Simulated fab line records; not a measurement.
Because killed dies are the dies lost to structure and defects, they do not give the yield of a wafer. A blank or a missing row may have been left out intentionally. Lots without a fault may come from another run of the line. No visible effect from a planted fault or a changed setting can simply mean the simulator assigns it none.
8D (eight disciplines) problem report, filled in by code || flow gf180mcu || the parts of the form that need people (team, actions taken, sign-off) are left out

## 1. THE PROBLEM
At GF_M3_DEVELOP_13, developer-temp-C averages 20.11 C over 6 wafers from 2 lots, while fault-free wafers read 20.99 C, standard deviation 0.11. Measured from the usual mean, that is -8.0 standard deviations.
The step: develop time 60 s.
First observed at day 24 04:02: wafer L596.1, on litho-track-04. Wafers with a number at this step in the record: 42, from 14 lots. Rule for "out", or "out of limits": more than 4 standard deviations from the usual mean. Any other wafer with a number is counted as sound.

## 2. WHAT IT IS; WHAT IT IS NOT
{"question": "which readings at this step", "is": "developer-temp-C", "is not": "-"}
{"question": "which lots", "is": "L596, L597", "is not": "L589, L590, L591, L593, L594, L606, L607, L608, L609, L610, L611, L612"}
{"question": "which wafers of those lots", "is": "all that have a number", "is not": "-"}
{"question": "read on which tools", "is": "litho-track-04", "is not": "litho-track-01, litho-track-03"}
{"question": "when", "is": "from day 24 04:02", "is not": "up to then (15 sound wafers); but 21 sound wafers of L606, L607, L608, L609, L610, L611, L612 came after"}

## 3. SUSPECTS, AND WHAT RULES EACH OUT
Counting: a tool at a process step up to the reading stays a suspect if it ran every lot that is out and no sound lot after the first of them.
- litho-track-04 at GF_M3_DEVELOP_13 (develop time 60 s): ruled out as a lasting fault. After its first lot that is out, L596 (day 24 04:02), sound lots L608 ran on it.
Left after counting: nothing in the record.

## 4. THE CAUSE (what the simulator had put in)
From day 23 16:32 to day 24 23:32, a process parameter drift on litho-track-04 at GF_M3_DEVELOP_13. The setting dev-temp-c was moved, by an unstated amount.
Counting ruled it out, wrongly.

## 5. THE EFFECT CHAIN, in route order
One row per reading whose mean, taken over the struck wafers that have a number, lies over 3 standard deviations from the usual. Readings are gone through only where the record gives a usual standard deviation; hours: the median, over the lots, of the time from a lot's start at the first step in this table giving one to that lot's start at this step; sigmas: the change measured in usual standard deviations.
{"hours": 0, "step": "GF_M3_DEVELOP_13", "reading": "developer-temp-C", "usual": "20.99 C", "on struck wafers": 20.11, "change": -0.88, "sigmas": -8.0}
The process steps in it:
- GF_M3_DEVELOP_13: develop time 60 s.
At these later measuring or inspecting steps, every struck wafer for which the step has a row has a number for every such reading, and none has moved that far: GF_M3_OVL_MEAS_15, GF_V3_THK_MEAS_01.

## 6. WHAT WOULD HAVE CAUGHT IT SOONER
First out-of-limits reading in this record: day 24 04:02, which is 12 hours after fault onset at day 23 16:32.
